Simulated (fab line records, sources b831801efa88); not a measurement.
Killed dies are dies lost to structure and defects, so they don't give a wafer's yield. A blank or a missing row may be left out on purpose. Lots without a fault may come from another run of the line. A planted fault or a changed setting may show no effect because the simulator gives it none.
fab line records | flow sky130
record lots=5 wafers=15 last_day=48
route steps=708 shown METAL1@446 VIA1@458 METAL2@483 PAD_OPEN@708
lots that met no fault: from a run of the same line without faults
start_h: hours from the record's first day to the start of the lot's first wafer shown | wait_h: hours since the lot's step before | " the same as in the row above | L1.1+2: a row that stands for several wafers | - no value, or no start given | * or withheld: withheld | < > ~ a bound
route shown NAME@n: a module of which the file shows steps, and the number in the route of the first | usual: mean/standard deviation of fault-free wafers | same: alike in all rows | chamber/n: place in a boat | sites: the reading at each site | _std_site: their standard deviation | _edge_site: outer sites' mean less inner sites' | radius_mm: how far each site lies from the wafer's centre | mask NAME#n: copy n | behind: the tool/chamber that last shaped the wafer | hold: why the lot was held/for how many hours/how that ended | device: the transistor (n, p or np) that didn't switch | end of line: the same wafers' tests at the end of the route | a step without rows: its recipe alone | killed: dies lost to structure and defects at the first sort, not the wafer's yield | map: a wafer's dies, x killed, . not, _ none there
set.NAME: the setting as run; set.NAME@STEP: as run at that earlier step | model.NAME: the simulator's own value behind a step, which no gauge read
lots at some steps of the route; a table a step, a row a wafer
services: from which hour (start_h, from the record's first day; less than 0 if before it) a tool's chamber was out of use, for how many hours, and why
## steps
# step SKY_METAL1_EXPOSE_12
# recipe mask_id=MM1 na=0.8 source_shape=annular sigma_inner=0.55 sigma_outer=0.85 target_cd_nm=140 dose_mj=28
# step SKY_METAL1_PEB_13
# recipe peb_temp_c=withheld peb_time_s=withheld resist=KrF-thick
# step SKY_METAL1_DEVELOP_14
# recipe develop_time_s=60 resist=KrF-thick dev_temp_c=21
# step SKY_METAL1_CD_MEAS_15
# recipe target_cd_nm=140
# usual cd_nm=139.4/1.3
# columns lot.wafer tool chamber start_h wait_h cd_nm
L685.2 cd_sem-02 - 766.47 - 139.1
L685.3 " - " " 138.5
L685.6 " - " " 140.7
L691.3 cd_sem-02 - 822.95 - 138.7
L691.5 " - " " 138.1
L691.6 " - " " 139.0
L692.2 cd_sem-02 - 829.33 - 139.5
L692.4 " - " " 139.1
L692.5 " - " " 140.9
L694.3 cd_sem-02 - 843.09 - 138.8
L694.4 " - " " 138.4
L694.5 " - " " 139.3
L699.2 cd_sem-02 - 879.48 - 138.7
L699.3 " - " " 140.4
L699.4 " - " " 139.9
# step SKY_METAL1_OVL_MEAS_16
# usual METAL1_OVL=2/4.9
# columns lot.wafer tool chamber start_h wait_h METAL1_OVL[nm]
L685.2 overlay-02 - 766.58 0.1 4
L685.3 " - " " 6
L685.6 " - " " 9
L691.3 overlay-01 - 823.04 0.1 -1
L691.5 " - " " -2
L691.6 " - " " 1
L692.2 overlay-02 - 829.44 0.1 1
L692.4 " - " " 3
L692.5 " - " " -6
L694.3 overlay-01 - 843.18 0.1 -1
L694.4 " - " " 1
L694.5 " - " " 8
L699.2 overlay-01 - 879.59 0.1 11
L699.3 " - " " 6
L699.4 " - " " 8
# step SKY_METAL1_DESCUM_17
# recipe chemistry=O2 source_power_w=150 bias_power_w=0 pressure_mtorr=10 temp_c=40 time_s=8
# step SKY_METAL1_ETCH_18
# recipe chemistry=N2/H2 target=BARC ion_energy_ev=200 bias_w=100 pressure_mtorr=30 n2_flow_sccm=100 h2_flow_sccm=200 icp_w=500 stop_on=SiO2 time_s=45.9 target_depth_a=600
# step SKY_METAL1_METAL_ETCH_19
# recipe target_depth_a=3600 stop_on=SiO2 over_etch_frac=0.3 time_s=78 chemistry=Cl2/BCl3 resist_sidewall_deg=88 pressure_mtorr=10 icp_w=900 bias_w=48.5 Cl2_flow_sccm=60 bcl3_flow_sccm=30
# usual drypump_motor_current_A=5.8/0.39 oes_product_au=0.854/0.006 throttle_valve_pct=22.266/0.0083
# columns lot.wafer tool chamber start_h wait_h drypump_motor_current_A oes_product_au rf_hours_counter_h throttle_valve_pct
L685.2 rie_metal-03 0 766.70 0.0 6.2 0.860 7 22.274
L685.3 " 0 " " 6.1 0.851 - 22.265
L685.6 " 1 " " 5.8 0.852 - 22.263
L691.3 rie_metal-03 1 823.19 0.1 5.7 0.854 - 22.258
L691.5 " 0 " " 6.1 0.859 - 22.275
L691.6 " 1 " " 5.7 0.851 - 22.260
L692.2 rie_metal-02 1 829.57 0.0 5.3 0.847 9 22.253
L692.4 " 1 " " 5.3 0.844 - 22.249
L692.5 " 1 " " 5.2 0.848 - 22.268
L694.3 rie_metal-02 1 843.33 0.1 5.3 0.855 - 22.265
L694.4 " 0 " " 5.9 0.859 - 22.262
L694.5 " 1 " " 5.3 0.848 - 22.275
L699.2 rie_metal-02 0 879.71 0.0 5.9 0.859 2 22.256
L699.3 " 1 " " 5.3 0.856 - 22.275
L699.4 " 0 " " 5.9 0.860 - 22.266
# step SKY_METAL1_STRIP_20
# recipe chemistry=O2/N2 power_w=1400 pressure_mtorr=1500 platen_temp_c=withheld o2_flow_sccm=3000 n2_flow_sccm=300 overash_fraction=0.5
# step SKY_METAL1_STRIP_21
# recipe chemistry=post_etch_residue_remover time_s=1200 temp_c=72.5
# step SKY_METAL1_CLEAN_22
# recipe chemistry=IPA time_s=180 temp_c=25
# step SKY_METAL1_CLEAN_23
# recipe chemistry=O3/DIW dry=n2_spin
# step SKY_VIA1_HDPCVD_00
# recipe material=SiO2 target_thk_nm=1030 sigma_open_frac=0.3 time_s=171.7 temp_c=400 sih4_flow_sccm=60 pressure_mtorr=6
# columns lot.wafer tool chamber start_h wait_h
L685.2+3+6 hdpcvd-01 0,2,0 767.38 0.0
L691.3+5+6 hdpcvd-01 1,1,2 823.85 0.0
L692.2+4+5 hdpcvd-02 2,1,0 830.30 0.0
L694.3+4+5 hdpcvd-01 0,1,0 843.98 0.0
L699.2+3+4 hdpcvd-01 0,1,0 880.40 0.0
# step SKY_VIA1_THK_MEAS_01
# recipe reads=SiO2_of_VIA1_HDPCVD_00
# usual VIA1_HDPCVD_THK=1030/9.7
# columns lot.wafer tool chamber start_h wait_h VIA1_HDPCVD_THK[nm]
L685.2 film_metro-03 - 767.51 0.1 1028
L685.3 " - " " 1036
L685.6 " - " " 1029
L691.3 film_metro-02 - 823.98 0.1 1024
L691.5 " - " " 1030
L691.6 " - " " 1034
L692.2 film_metro-02 - 830.42 0.1 1035
L692.4 " - " " 1036
L692.5 " - " " 1030
L694.3 film_metro-02 - 844.12 0.1 1020
L694.4 " - " " 1014
L694.5 " - " " 1013
L699.2 film_metro-02 - 880.52 0.1 1036
L699.3 " - " " 1031
L699.4 " - " " 1044
# step SKY_VIA1_CMP_02
# recipe material=SiO2 down_force_psi=4 platen_rpm=60 pad_velocity_m_s=0.94248
# usual edge_zone_pressure_frac=1.000/0.0051 motor_current_A=10.6/1.1
# columns lot.wafer tool chamber start_h wait_h edge_zone_pressure_frac motor_current_A
L685.2 cmp-01 3 767.56 0.0 0.997 11.3
L685.3 " 2 " " 1.000 9.1
L685.6 " 3 " " 0.997 11.2
L691.3 cmp-02 3 824.02 0.0 0.993 12.6
L691.6 " 3 " " 0.991 11.6
L691.5 " 0 " " 1.000 9.8
L692.4 cmp-02 2 830.52 0.1 0.999 11.7
L692.2 " 3 " " 0.997 11.7
L692.5 " 1 " " 1.000 12.9
L694.4 cmp-02 3 844.16 0.0 0.996 11.6
L694.3 " 1 " " 0.995 12.6
L694.5 " 3 " " 1.003 11.0
L699.2 cmp-02 1 880.57 0.0 0.993 13.1
L699.4 " 3 " " 0.998 11.0
L699.3 " 0 " " 0.998 8.9
# step SKY_VIA1_BOW_MEAS_03
# recipe mode=bow
# usual VIA1_BOW=81/7.3
# columns lot.wafer tool chamber start_h wait_h VIA1_BOW[um]
L685.2 film_metro-03 - 767.88 0.3 80
L685.3 " - " " 75
L685.6 " - " " 82
L691.3 film_metro-03 - 824.36 0.3 66
L691.5 " - " " 82
L691.6 " - " " 73
L692.2 film_metro-04 - 830.79 0.2 74
L692.4 " - " " 74
L692.5 " - " " 68
L694.3 film_metro-03 - 844.50 0.2 81
L694.4 " - " " 95
L694.5 " - " " 71
L699.2 film_metro-02 - 880.89 0.3 84
L699.3 " - " " 84
L699.4 " - " " 85
# step SKY_VIA1_DEHYDRATE_04
# recipe temp_c=200 time_s=60
# step SKY_VIA1_HMDS_05
# recipe prime_time_s=60 prime_temp_c=120
# step SKY_VIA1_COAT_06
# recipe resist=BARC temp_c=withheld time_s=withheld spin_rpm=3000 resist_thk_nm=60
# step SKY_VIA1_COAT_07
# recipe resist=KrF-thick spin_rpm=3000 resist_thk_nm=450
# step SKY_VIA1_SOFTBAKE_08
# recipe temp_c=100 time_s=90 resist=KrF-thick
# step SKY_VIA1_EXPOSE_09
# recipe mask_id=VIM na=0.8 source_shape=annular sigma_inner=0.55 sigma_outer=0.85 target_cd_nm=150 dose_mj=38
# step SKY_VIA1_PEB_10
# recipe peb_temp_c=withheld peb_time_s=withheld resist=KrF-thick
# step SKY_VIA1_DEVELOP_11
# recipe develop_time_s=60 resist=KrF-thick dev_temp_c=21
# step SKY_VIA1_CD_MEAS_12
# recipe target_cd_nm=150
# usual cd_nm=150.3/1.9
# columns lot.wafer tool chamber start_h wait_h cd_nm
L685.2 cd_sem-01 - 794.27 - 149.2
L685.3 " - " " 149.7
L685.6 " - " " 150.0
L691.3 cd_sem-02 - 851.03 - 145.7
L691.5 " - " " 144.2
L691.6 " - " " 145.9
L692.2 cd_sem-02 - 856.66 - 148.4
L692.4 " - " " 149.6
L692.5 " - " " 149.1
L694.3 cd_sem-01 - 871.13 - 149.4
L694.4 " - " " 148.2
L694.5 " - " " 149.7
L699.2 cd_sem-01 - 906.42 - 152.3
L699.3 " - " " 153.3
L699.4 " - " " 151.6
# step SKY_VIA1_OVL_MEAS_13
# usual VIA1_OVL=-2/4.6
# columns lot.wafer tool chamber start_h wait_h VIA1_OVL[nm]
L685.2 overlay-02 - 794.38 0.1 -7
L685.3 " - " " -5
L685.6 " - " " -2
L691.3 overlay-02 - 851.12 0.1 -2
L691.5 " - " " -1
L691.6 " - " " -7
L692.2 overlay-01 - 856.76 0.1 -4
L692.4 " - " " 0
L692.5 " - " " -2
L694.3 overlay-02 - 871.22 0.1 -13
L694.4 " - " " -11
L694.5 " - " " -5
L699.2 overlay-01 - 906.53 0.1 6
L699.3 " - " " 5
L699.4 " - " " 5
# step SKY_VIA1_ETCH_14
# recipe chemistry=N2/H2 target=BARC ion_energy_ev=200 source_w=500 bias_w=100 pressure_mtorr=30 n2_flow_sccm=100 h2_flow_sccm=200 stop_on=SiO2 time_s=45.9 target_depth_a=600
# usual drypump_motor_current_A=5.7/0.34 oes_product_au=0.855/0.0045 throttle_valve_pct=13.225/0.0095
# columns lot.wafer tool chamber start_h wait_h drypump_motor_current_A oes_product_au rf_hours_counter_h throttle_valve_pct
L685.2 rie_diel-04 3 794.41 0.0 6.0 0.857 4 13.237
L685.3 " 0 " " 5.9 0.851 7 13.215
L685.6 " 2 " " 5.3 0.857 - 13.228
L691.3 rie_diel-04 0 851.14 0.0 5.9 0.857 8 13.223
L691.5 " 1 " " 5.9 0.853 - 13.222
L691.6 " 3 " " 6.1 0.859 - 13.233
L692.2 rie_diel-02 0 856.79 0.0 5.4 0.853 17 13.208
L692.4 " 3 " " 5.2 0.855 10 13.234
L692.5 " 0 " " 5.4 0.859 - 13.219
L694.3 rie_diel-01 0 871.24 0.0 6.6 0.858 11 13.222
L694.4 " 2 " " 5.7 0.853 6 13.228
L694.5 " 2 " " 5.7 0.851 - 13.217
L699.2 rie_diel-01 3 906.56 0.0 5.8 0.864 5 13.228
L699.3 " 1 " " 5.3 0.855 27 13.207
L699.4 " 2 " " 5.7 0.852 7 13.228
# step SKY_VIA1_ETCH_15
# recipe target=SiO2 chemistry=C4F8/O2/Ar target_depth_nm=351 stop_on=TiN mask_material=KrF-thick source_w=1500 bias_w=1200 pressure_mtorr=40 c4f8_flow_sccm=withheld O2_flow_sccm=6 Ar_flow_sccm=300 time_s=54
# step SKY_VIA1_STRIP_16
# recipe chemistry=O2/N2 power_w=1400 pressure_mtorr=1500 platen_temp_c=withheld o2_flow_sccm=3000 n2_flow_sccm=300 overash_fraction=0.5
# step SKY_VIA1_STRIP_17
# recipe chemistry=post_etch_residue_remover time_s=1200 temp_c=72.5
# step SKY_VIA1_CLEAN_18
# recipe chemistry=IPA time_s=180 temp_c=25
# step SKY_VIA1_CLEAN_19
# recipe chemistry=O3/DIW dry=n2_spin
# step SKY_VIA1_SPUTTER_20
# recipe material=TiN target_thk_nm=20 chamber_pressure_pa=5 power_w=4000 time_s=80
# step SKY_VIA1_CVD_21
# recipe material=W target_thk_nm=270 time_s=80.902 temp_c=400 pressure_torr=40
# step SKY_VIA1_RS_MEAS_22
# recipe thk_meas_gauge=four-point-probe reads=W_of_VIA1_CVD_21+TiN_of_VIA1_SPUTTER_20
# usual VIA1_W_RS=0.432/0.0047
# columns lot.wafer tool chamber start_h wait_h VIA1_W_RS[ohm/sq]
L685.2 film_metro-02 - 795.27 0.1 0.430
L685.3 " - " " 0.430
L685.6 " - " " 0.431
L691.3 film_metro-03 - 852.02 0.1 0.437
L691.5 " - " " 0.434
L691.6 " - " " 0.443
L692.2 film_metro-04 - 857.69 0.1 0.420
L692.4 " - " " 0.432
L692.5 " - " " 0.431
L694.3 film_metro-03 - 872.52 0.1 0.427
L694.4 " - " " 0.437
L694.5 " - " " 0.437
L699.2 film_metro-03 - 907.50 0.1 0.427
L699.3 " - " " 0.434
L699.4 " - " " 0.436
# step SKY_VIA1_THK_MEAS_23
# recipe thk_meas_gauge=xrf reads=W_of_VIA1_CVD_21
# usual VIA1_W_THK=269/3.3
# columns lot.wafer tool chamber start_h wait_h VIA1_W_THK[nm]
L685.2 film_metro-02 - 795.38 0.1 273
L685.3 " - " " 272
L685.6 " - " " 272
L691.3 film_metro-03 - 852.12 0.1 265
L691.5 " - " " 265
L691.6 " - " " 261
L692.2 film_metro-04 - 857.80 0.1 275
L692.4 " - " " 267
L692.5 " - " " 269
L694.3 film_metro-03 - 872.62 0.1 273
L694.4 " - " " 266
L694.5 " - " " 265
L699.2 film_metro-03 - 907.61 0.1 270
L699.3 " - " " 265
L699.4 " - " " 264
# step SKY_VIA1_CMP_24
# recipe stop_on=SiO2 t_overpolish_s=15 down_force_psi=3.5 platen_rpm=60 target_thk_nm=0 pad_velocity_m_s=0.94248
# step SKY_METAL2_SPUTTER_00
# recipe material=Ti target_thk_nm=15 power_w=3000 time_s=10 chamber_pressure_pa=0.4
# step SKY_METAL2_SPUTTER_01
# recipe material=TiN target_thk_nm=20 power_w=6500 time_s=16.7 chamber_pressure_pa=0.4
# step SKY_METAL2_SPUTTER_02
# recipe material=AlCu target_thk_nm=250 power_w=10600 time_s=13.3 chamber_pressure_pa=0.4
# usual throttle_valve_pct=29.8/0.96
# columns lot.wafer tool chamber start_h wait_h throttle_valve_pct
L685.2 pvd_sputter-04 - 795.78 0.0 29.4
L685.3 " - " " 29.2
L685.6 " - " " 29.3
L691.3 pvd_sputter-02 - 852.51 0.0 30.7
L691.5 " - " " 30.9
L691.6 " - " " 30.1
L692.2 pvd_sputter-02 - 858.19 0.0 29.5
L692.4 " - " " 31.0
L692.5 " - " " 30.8
L694.3 pvd_sputter-04 - 873.14 0.0 29.0
L694.4 " - " " 28.5
L694.5 " - " " 30.5
L699.2 pvd_sputter-04 - 908.01 0.0 29.3
L699.3 " - " " 30.7
L699.4 " - " " 29.5
# step SKY_METAL2_SPUTTER_03
# recipe material=Ti target_thk_nm=5 power_w=3000 time_s=3.3 chamber_pressure_pa=0.4
# step SKY_METAL2_SPUTTER_04
# recipe material=TiN target_thk_nm=70 power_w=6500 time_s=58.3 chamber_pressure_pa=0.4
# usual throttle_valve_pct=29.8/0.93
# columns lot.wafer tool chamber start_h wait_h throttle_valve_pct
L685.2 pvd_sputter-04 - 795.82 0.0 29.4
L685.3 " - " " 29.6
L685.6 " - " " 29.3
L691.3 pvd_sputter-02 - 852.55 0.0 31.1
L691.5 " - " " 31.0
L691.6 " - " " 29.8
L692.2 pvd_sputter-02 - 858.24 0.0 29.8
L692.4 " - " " 31.0
L692.5 " - " " 30.9
L694.3 pvd_sputter-04 - 873.18 0.0 29.6
L694.4 " - " " 28.7
L694.5 " - " " 30.8
L699.2 pvd_sputter-04 - 908.05 0.0 29.4
L699.3 " - " " 30.8
L699.4 " - " " 29.6
# step SKY_PAD_OPEN_PROBE_99
# usual defect_limited_yield=82.7/2 killed_at_M0_to_M3=42/7.7 killed_at_M4_up=3.1/1.9 killed_at_contacts=24/4.9 killed_at_front_end=15/4.6 killed_at_other=0.3/0.51 killed_dies=85/9.9 killed_open=47/7.1 killed_short=38/6.7 sort_bin_3_pad_short=0.9/0.46 sort_bin_5_function=10.1/1.5 sort_bin_6_memory=6.3/1.1 sort_n_pass=407/9.9 sort_yield_pct=82.7/2
# same gross_dies=492 killed_at_back_side=0 sort_bin_4_leakage[%]=0 sort_bin_8_speed[%]=0
# columns lot.wafer tool chamber start_h wait_h defect_limited_yield[%] killed_at_M0_to_M3 killed_at_M4_up killed_at_contacts killed_at_front_end killed_at_other killed_dies killed_open killed_short sort_bin_3_pad_short[%] sort_bin_5_function[%] sort_bin_6_memory[%] sort_n_pass sort_yield_pct[%] model.etest.tester.sort_n_pass model.etest.tester.sort_yield_pct model.etest.tester.sort_bin_5_pct model.etest.tester.sort_bin_3_pct
L685.2 prober-02 - 1076.88 0.1 80.3 48 1 23 25 0 97 58 39 0.4 10.4 8.9 395 80.3 395 80.28 10.37 0.4065
L685.3 prober-02 - 1076.93 0.2 83.7 39 2 25 14 0 80 40 40 1.0 9.3 5.9 412 83.7 412 83.74 9.35 1.016
L685.6 prober-02 - 1077.08 0.2 81.3 45 2 26 19 0 92 56 36 0.6 12.4 5.7 400 81.3 400 81.3 12.4 0.6098
L691.3 prober-02 - 1121.93 0.2 80.1 54 3 24 17 0 98 48 50 1.4 12.2 6.3 394 80.1 394 80.08 12.2 1.423
L691.5 prober-02 - 1122.03 0.2 83.3 46 1 17 18 0 82 46 35 1.2 8.9 6.5 410 83.3 410 83.33 8.943 1.22
L691.6 prober-02 - 1122.08 0.2 83.7 38 5 25 12 0 80 48 32 0.8 10.6 4.9 412 83.7 412 83.74 10.57 0.813
L692.2 prober-01 - 1126.43 0.1 83.5 45 2 17 17 0 81 42 39 0.6 11.0 4.9 411 83.5 411 83.54 10.98 0.6098
L692.4 prober-01 - 1126.53 0.2 83.7 44 2 16 17 1 80 40 40 0.4 10.2 5.7 412 83.7 412 83.74 10.16 0.4065
L692.5 prober-01 - 1126.58 0.2 83.7 42 2 27 8 1 80 45 35 0.6 8.3 7.3 412 83.7 412 83.74 8.333 0.6098
L694.3 prober-01 - 1137.03 0.2 86.2 34 1 23 10 0 68 39 29 1.4 8.5 3.9 424 86.2 424 86.18 8.537 1.423
L694.4 prober-01 - 1137.08 0.2 82.1 46 1 26 15 0 88 47 41 0.8 12.4 4.7 404 82.1 404 82.11 12.4 0.813
L694.5 prober-01 - 1137.13 0.2 83.3 45 2 27 8 0 82 43 39 1.0 8.5 7.1 410 83.3 410 83.33 8.537 1.016
L699.2 prober-02 - 1161.22 0.1 77.6 60 5 26 18 1 110 58 52 1.2 13.6 7.5 382 77.6 382 77.64 13.62 1.22
L699.3 prober-02 - 1161.27 0.2 78.3 65 2 29 11 0 107 38 41 2.0 13.0 6.7 385 78.3 385 78.25 13.01 2.033
L699.4 prober-02 - 1161.32 0.2 85.2 41 2 16 14 0 73 45 28 0.8 8.3 5.7 419 85.2 419 85.16 8.333 0.813
# killed by level:class
L685.2 VIA1:geometric_particle:open=16 VIA3:geometric_particle:open=13 CONTACT:geometric_particle:open=10 POLY_GATE:geometric_particle:open=9 CONTACT:geometric_particle:short=6 LI_CONTACT:geometric_particle:short=6 POLY_GATE:geometric_particle:short=5 METAL1:geometric_particle:short=5
L685.3 CONTACT:geometric_particle:open=9 VIA1:geometric_particle:short=8 METAL1:geometric_particle:short=7 LI_CONTACT:geometric_particle:open=6 VIA1:geometric_particle:open=6 VIA3:geometric_particle:open=6 POLY_GATE:geometric_particle:open=5 CONTACT:geometric_particle:short=5
L685.6 VIA1:geometric_particle:open=14 CONTACT:geometric_particle:open=11 VIA3:geometric_particle:open=9 LI_CONTACT:geometric_particle:open=8 FIELD_ISO:geometric_particle:open=6 VIA1:geometric_particle:short=5 METAL2:geometric_particle:short=5 FIELD_ISO:geometric_particle:short=4
L691.3 VIA1:geometric_particle:open=18 CONTACT:geometric_particle:open=10 VIA1:geometric_particle:short=9 POLY_GATE:geometric_particle:short=5 LOCAL_INTERCONNECT:geometric_particle:short=5 METAL2:geometric_particle:short=5 FIELD_ISO:geometric_particle:short=4 METAL1:geometric_particle:open=4
L691.5 VIA1:geometric_particle:open=15 CONTACT:geometric_particle:open=8 VIA3:geometric_particle:open=7 METAL2:geometric_particle:short=6 LI_CONTACT:geometric_particle:open=5 VIA2:geometric_particle:open=5 FIELD_ISO:geometric_particle:short=4 VIA2:geometric_particle:short=4
L691.6 CONTACT:geometric_particle:open=14 VIA2:geometric_particle:open=7 VIA3:geometric_particle:open=7 METAL1:geometric_particle:short=5 FIELD_ISO:geometric_particle:open=4 METAL4:geometric_particle:short=4 LI_CONTACT:geometric_particle:open=4 VIA1:geometric_particle:open=3
L692.2 VIA1:geometric_particle:open=11 VIA2:geometric_particle:open=9 SPACER:geometric_particle:open=5 CONTACT:geometric_particle:open=5 METAL1:geometric_particle:short=5 VIA3:geometric_particle:short=5 VIA3:geometric_particle:open=5 LI_CONTACT:geometric_particle:short=4
L692.4 LI_CONTACT:geometric_particle:open=8 VIA1:geometric_particle:open=7 METAL2:geometric_particle:short=7 VIA2:geometric_particle:open=6 VIA3:geometric_particle:open=6 FIELD_ISO:geometric_particle:short=4 VIA1:geometric_particle:short=4 METAL1:geometric_particle:short=4
L692.5 VIA1:geometric_particle:open=13 LI_CONTACT:geometric_particle:open=10 CONTACT:geometric_particle:open=7 VIA3:geometric_particle:open=7 LI_CONTACT:geometric_particle:short=6 METAL1:geometric_particle:short=5 VIA2:geometric_particle:open=4 FIELD_ISO:geometric_particle:short=3
L694.3 CONTACT:geometric_particle:open=8 VIA2:geometric_particle:open=8 CONTACT:geometric_particle:short=6 VIA3:geometric_particle:short=6 VIA3:geometric_particle:open=5 LI_CONTACT:geometric_particle:open=4 FIELD_ISO:geometric_particle:open=3 LOCAL_INTERCONNECT:geometric_particle:short=3
L694.4 VIA1:geometric_particle:open=9 VIA2:geometric_particle:open=9 CONTACT:geometric_particle:short=7 CONTACT:geometric_particle:open=7 POLY_GATE:geometric_particle:open=5 METAL1:geometric_particle:short=5 VIA2:geometric_particle:short=5 VIA3:geometric_particle:open=5
L694.5 VIA1:geometric_particle:open=13 LI_CONTACT:geometric_particle:open=8 CONTACT:geometric_particle:open=8 METAL2:geometric_particle:short=6 LI_CONTACT:geometric_particle:short=5 CONTACT:geometric_particle:short=5 METAL1:geometric_particle:short=5 VIA2:geometric_particle:open=5
L699.2 VIA1:geometric_particle:open=15 VIA3:geometric_particle:open=12 CONTACT:geometric_particle:open=8 VIA1:geometric_particle:short=8 VIA2:geometric_particle:open=7 LI_CONTACT:geometric_particle:open=6 CONTACT:geometric_particle:short=6 FIELD_ISO:geometric_particle:short=5
L699.3 VIA1:unspecified=28 VIA1:geometric_particle:open=10 CONTACT:geometric_particle:short=8 METAL2:geometric_particle:short=7 CONTACT:geometric_particle:open=6 LOCAL_INTERCONNECT:geometric_particle:short=6 LI_CONTACT:geometric_particle:open=5 POLY_GATE:geometric_particle:short=4
L699.4 VIA1:geometric_particle:open=17 POLY_GATE:geometric_particle:short=6 CONTACT:geometric_particle:open=6 POLY_GATE:geometric_particle:open=5 LI_CONTACT:geometric_particle:open=5 VIA1:geometric_particle:short=4 VIA2:geometric_particle:open=4 METAL3:geometric_particle:short=4
## services
# columns tool chamber start_h hours kind
cmp-01 - 742.95 6.6 pm
rie_diel-04 1 743.63 12.5 repair
cmp-02 - 744.00 4.0 pm
pvd_sputter-02 - 745.24 4.7 repair
rie_diel-01 1 745.26 1.8 repair
cmp-02 - 748.00 - consumable_replace:conditioner
cmp-02 - 748.00 - consumable_replace:pad
cmp-01 - 750.00 0.5 repair
cmp-02 - 756.23 0.3 repair
cmp-01 - 762.51 3.1 repair
rie_diel-02 0 771.68 15.2 repair
rie_diel-04 2 772.95 5.6 repair
rie_metal-03 1 773.66 - clean
cmp-02 - 781.60 3.5 repair
rie_metal-02 0 795.74 - clean
rie_metal-02 0 795.74 28.2 scheduled_down
rie_metal-02 0 795.74 28.2 vent_cycle
rie_diel-01 - 804.79 2.7 pm
hdpcvd-02 - 828.25 1.3 repair
rie_diel-01 0 834.03 5.8 repair
rie_diel-04 2 849.82 5.8 repair
rie_diel-04 1 854.01 4.6 repair
cmp-02 - 861.85 5.1 repair
rie_diel-02 - 872.78 1.1 repair
## key
first_sign step=SKY_PAD_OPEN_PROBE_99 reading=killed_at_M0_to_M3 direction=up sigmas=3 usual=42 struck=65
effect step=SKY_PAD_OPEN_PROBE_99 reading=sort_bin_3_pad_short direction=up sigmas=2.5 usual=0.9 struck=2.0
model_effect step=SKY_PAD_OPEN_PROBE_99 value=etest.tester.sort_n_pass without=411 struck=385
met_at SKY_VIA1_HDPCVD_00
struck_wafers L699.3
onset_between 843.98 880.40
fault kind=chamber_particle_source tool=hdpcvd-01 chamber=1 onset_h=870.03 steps=SKY_VIA1_HDPCVD_00 rate_per_visit_cm2=0.57864 end_h=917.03
